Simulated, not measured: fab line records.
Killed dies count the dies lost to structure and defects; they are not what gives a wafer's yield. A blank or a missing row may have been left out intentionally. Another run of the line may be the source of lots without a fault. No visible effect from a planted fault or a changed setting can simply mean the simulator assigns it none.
Which tool was responsible? || flow sky130 || Sampling: 12 lots, 36 wafers, 3 of 708 route steps

## WHAT THE GAUGES SHOWED, per wafer
SKY_GATE_OXIDE_THK_MEAS_02. Usual: GATE_OXIDE_OXIDATION_00_THK typically reads 10.30 nm, with standard deviation 0.17.
{"lot": "L463", "measured": "day 13 06:58", "on": "film metro-02", "GATE_OXIDE_OXIDATION_00_THK (nm)": "10.38 10.30 10.42", "flag": ""}
{"lot": "L464", "measured": "day 13 16:31", "on": "film metro-01", "GATE_OXIDE_OXIDATION_00_THK (nm)": "10.20 10.19 10.27", "flag": ""}
{"lot": "L465", "measured": "day 14 00:13", "on": "film metro-01", "GATE_OXIDE_OXIDATION_00_THK (nm)": "10.31 10.45 10.40", "flag": ""}
{"lot": "L468", "measured": "day 15 01:29", "on": "film metro-04", "GATE_OXIDE_OXIDATION_00_THK (nm)": "10.26 10.14 10.27", "flag": ""}
{"lot": "L469", "measured": "day 15 04:05", "on": "film metro-01", "GATE_OXIDE_OXIDATION_00_THK (nm)": "10.13 10.17 10.28", "flag": ""}
{"lot": "L470", "measured": "day 15 08:07", "on": "film metro-01", "GATE_OXIDE_OXIDATION_00_THK (nm)": "9.85 10.00 9.88", "flag": ""}
{"lot": "L471", "measured": "day 15 21:51", "on": "film metro-01", "GATE_OXIDE_OXIDATION_00_THK (nm)": "10.22 10.17 10.24", "flag": ""}
{"lot": "L472", "measured": "day 16 09:24", "on": "film metro-02", "GATE_OXIDE_OXIDATION_00_THK (nm)": "10.48 10.27 10.17", "flag": ""}
{"lot": "L477", "measured": "day 18 06:31", "on": "film metro-02", "GATE_OXIDE_OXIDATION_00_THK (nm)": "9.56 9.45 9.59", "flag": "OFF"}
{"lot": "L478", "measured": "day 18 10:31", "on": "film metro-01", "GATE_OXIDE_OXIDATION_00_THK (nm)": "9.30 9.35 9.43", "flag": "OFF"}
{"lot": "L479", "measured": "day 18 16:01", "on": "film metro-04", "GATE_OXIDE_OXIDATION_00_THK (nm)": "9.26 9.42 9.22", "flag": "OFF"}
{"lot": "L484", "measured": "day 20 17:44", "on": "film metro-04", "GATE_OXIDE_OXIDATION_00_THK (nm)": "10.31 10.50 10.45", "flag": ""}

SKY_VIA1_BOW_MEAS_03. Usual: VIA1_BOW typically reads 82 um, with standard deviation 7.1.
{"lot": "L463", "measured": "day 33 09:42", "on": "film metro-02", "VIA1_BOW (um)": "92 76 79", "flag": ""}
{"lot": "L464", "measured": "day 33 16:09", "on": "film metro-01", "VIA1_BOW (um)": "78 78 86", "flag": ""}
{"lot": "L465", "measured": "day 34 01:15", "on": "film metro-02", "VIA1_BOW (um)": "87 79 91", "flag": ""}
{"lot": "L468", "measured": "day 35 03:10", "on": "film metro-03", "VIA1_BOW (um)": "75 76 77", "flag": ""}
{"lot": "L469", "measured": "day 35 05:27", "on": "film metro-03", "VIA1_BOW (um)": "84 100 89", "flag": ""}
{"lot": "L470", "measured": "day 35 11:03", "on": "film metro-02", "VIA1_BOW (um)": "71 73 90", "flag": ""}
{"lot": "L471", "measured": "day 36 00:43", "on": "film metro-01", "VIA1_BOW (um)": "78 81 81", "flag": ""}
{"lot": "L472", "measured": "day 36 08:08", "on": "film metro-01", "VIA1_BOW (um)": "83 93 81", "flag": ""}
{"lot": "L477", "measured": "day 38 02:22", "on": "film metro-01", "VIA1_BOW (um)": "75 84 73", "flag": ""}
{"lot": "L478", "measured": "day 38 04:26", "on": "film metro-01", "VIA1_BOW (um)": "86 79 89", "flag": ""}
{"lot": "L479", "measured": "day 38 06:20", "on": "film metro-03", "VIA1_BOW (um)": "79 76 87", "flag": ""}
{"lot": "L484", "measured": "day 39 22:55", "on": "film metro-03", "VIA1_BOW (um)": "75 75 87", "flag": ""}

## EACH LOT AND THE TOOL THAT RAN IT (in order: tool; ch and the chambers of the sampled wafers; start)
{"lot": "L463", "SKY_GATE_OXIDE_OXIDATION_01": "furnace-01 ch 0, day 13 05:32"}
{"lot": "L464", "SKY_GATE_OXIDE_OXIDATION_01": "furnace-02 ch 0, day 13 15:07"}
{"lot": "L465", "SKY_GATE_OXIDE_OXIDATION_01": "furnace-02 ch 0, day 13 22:47"}
{"lot": "L468", "SKY_GATE_OXIDE_OXIDATION_01": "furnace-01 ch 0, day 15 00:05"}
{"lot": "L469", "SKY_GATE_OXIDE_OXIDATION_01": "furnace-01 ch 0, day 15 02:40"}
{"lot": "L470", "SKY_GATE_OXIDE_OXIDATION_01": "furnace-02 ch 0, day 15 06:43"}
{"lot": "L471", "SKY_GATE_OXIDE_OXIDATION_01": "furnace-02 ch 0, day 15 20:27"}
{"lot": "L472", "SKY_GATE_OXIDE_OXIDATION_01": "furnace-02 ch 0, day 16 07:59"}
{"lot": "L477", "SKY_GATE_OXIDE_OXIDATION_01": "furnace-02 ch 0, day 18 05:06"}
{"lot": "L478", "SKY_GATE_OXIDE_OXIDATION_01": "furnace-02 ch 0, day 18 09:06"}
{"lot": "L479", "SKY_GATE_OXIDE_OXIDATION_01": "furnace-02 ch 0, day 18 14:36"}
{"lot": "L484", "SKY_GATE_OXIDE_OXIDATION_01": "furnace-01 ch 0, day 20 16:19"}
- SKY_GATE_OXIDE_OXIDATION_01: stabilise 600 s, purge 300 s, target thk 10.268 nm.

## WHAT THE TOOLS THEMSELVES READ (means of the sampled wafers that have a number; where no wafer has one, the mark that the record gives instead)
SKY_GATE_OXIDE_OXIDATION_01. Usual: spike tc centre C 900.2 C, standard deviation 0.99; spike tc lower C 900.7 C, standard deviation 1.1; spike tc top C 909.0 C, standard deviation 2.5; spike tc upper C 898.8 C, standard deviation 1.1; tube center temp C 900.01 C, standard deviation 0.079; tube_center_temp_C_max 902.3, standard deviation 0.37.
{"lot": "L463", "tool": "furnace-01", "spike tc centre C (C)": 900.9, "spike tc lower C (C)": 901.7, "spike tc top C (C)": 910.4, "spike tc upper C (C)": 899.0, "tube center temp C (C)": 900.05, "tube_center_temp_C_max": 902.5, "flag": ""}
{"lot": "L464", "tool": "furnace-02", "spike tc centre C (C)": 899.1, "spike tc lower C (C)": 900.0, "spike tc top C (C)": 905.9, "spike tc upper C (C)": 896.9, "tube center temp C (C)": 899.96, "tube_center_temp_C_max": 902.0, "flag": ""}
{"lot": "L465", "tool": "furnace-02", "spike tc centre C (C)": 899.2, "spike tc lower C (C)": 900.2, "spike tc top C (C)": 906.7, "spike tc upper C (C)": 897.6, "tube center temp C (C)": 900.02, "tube_center_temp_C_max": 902.7, "flag": ""}
{"lot": "L468", "tool": "furnace-01", "spike tc centre C (C)": 900.8, "spike tc lower C (C)": 900.7, "spike tc top C (C)": 911.9, "spike tc upper C (C)": 898.9, "tube center temp C (C)": 900.04, "tube_center_temp_C_max": 902.3, "flag": ""}
{"lot": "L469", "tool": "furnace-01", "spike tc centre C (C)": 900.6, "spike tc lower C (C)": 900.7, "spike tc top C (C)": 911.6, "spike tc upper C (C)": 898.9, "tube center temp C (C)": 900.03, "tube_center_temp_C_max": 902.3, "flag": ""}
{"lot": "L470", "tool": "furnace-02", "spike tc centre C (C)": 899.6, "spike tc lower C (C)": 899.9, "spike tc top C (C)": 907.2, "spike tc upper C (C)": 898.5, "tube center temp C (C)": 900.04, "tube_center_temp_C_max": 902.2, "flag": ""}
{"lot": "L471", "tool": "furnace-02", "spike tc centre C (C)": 899.9, "spike tc lower C (C)": 899.9, "spike tc top C (C)": 905.6, "spike tc upper C (C)": 897.2, "tube center temp C (C)": 900.09, "tube_center_temp_C_max": 902.3, "flag": ""}
{"lot": "L472", "tool": "furnace-02", "spike tc centre C (C)": 901.7, "spike tc lower C (C)": 899.1, "spike tc top C (C)": 906.4, "spike tc upper C (C)": 897.4, "tube center temp C (C)": 900.04, "tube_center_temp_C_max": 902.4, "flag": ""}
{"lot": "L477", "tool": "furnace-02", "spike tc centre C (C)": 892.1, "spike tc lower C (C)": 892.2, "spike tc top C (C)": 898.8, "spike tc upper C (C)": 889.8, "tube center temp C (C)": 892.20, "tube_center_temp_C_max": 894.4, "flag": "OFF"}
{"lot": "L478", "tool": "furnace-02", "spike tc centre C (C)": 892.2, "spike tc lower C (C)": 893.5, "spike tc top C (C)": 897.8, "spike tc upper C (C)": 890.3, "tube center temp C (C)": 892.21, "tube_center_temp_C_max": 894.5, "flag": "OFF"}
{"lot": "L479", "tool": "furnace-02", "spike tc centre C (C)": 891.5, "spike tc lower C (C)": 892.9, "spike tc top C (C)": 897.2, "spike tc upper C (C)": 889.6, "tube center temp C (C)": 892.25, "tube_center_temp_C_max": 894.5, "flag": "OFF"}
{"lot": "L484", "tool": "furnace-01", "spike tc centre C (C)": 900.7, "spike tc lower C (C)": 901.6, "spike tc top C (C)": 911.4, "spike tc upper C (C)": 900.1, "tube center temp C (C)": 900.07, "tube_center_temp_C_max": 902.6, "flag": ""}

## THE ANSWER, worked out from the rows above alone
Rule: a lot is off if the mean of its wafers that have a number lies more than 3 standard deviations from the usual mean. Also off: a lot with no number at a reading for which 4 or more lots have one. Any other lot the step has rows for is counted as sound. After the gauges, taken in route order, come the tools' own readings; for these a lot's mean is taken, as printed above. At the first step where some lot is off, the reading lying furthest off is the one used; lots without a number count as furthest.
Off: at SKY_GATE_OXIDE_THK_MEAS_02 (GATE_OXIDE_OXIDATION_00_THK), L477, L478, L479.
If a tool, at a process step before that reading, ran all the lots that are off and no sound lot after the first of them, it fits. Not tried: the gauges at SKY_GATE_OXIDE_THK_MEAS_02; whatever is off there is also off at SKY_GATE_OXIDE_OXIDATION_01, on other tools, and gauge error can't account for it. One fits: SKY_GATE_OXIDE_OXIDATION_01 on furnace-02. Its last sound lot is L472 (day 16 07:59), its first lot that is off L477 (day 18 05:06): a fault that began between those two fits.
The tool's own readings at SKY_GATE_OXIDE_OXIDATION_01 bear it out: on the lots that are off they differ by more than 5 times the standard deviation of the sound lots' means. spike tc centre C reads 891.9 C there against 900.3 C on the sound lots; spike tc lower C reads 892.9 C there against 900.4 C on the sound lots; spike tc upper C reads 889.9 C there against 898.3 C on the sound lots; tube center temp C reads 892.22 C there against 900.04 C on the sound lots; tube_center_temp_C_max reads 894.5 there against 902.4 on the sound lots.

## WHAT HAD BEEN PUT IN BY THE SIMULATOR
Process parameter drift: furnace-02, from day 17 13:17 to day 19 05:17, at SKY_GATE_OXIDE_OXIDATION_01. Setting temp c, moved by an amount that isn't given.
Lots struck among those shown: L477, L478, L479. The rule given above showed the same thing.
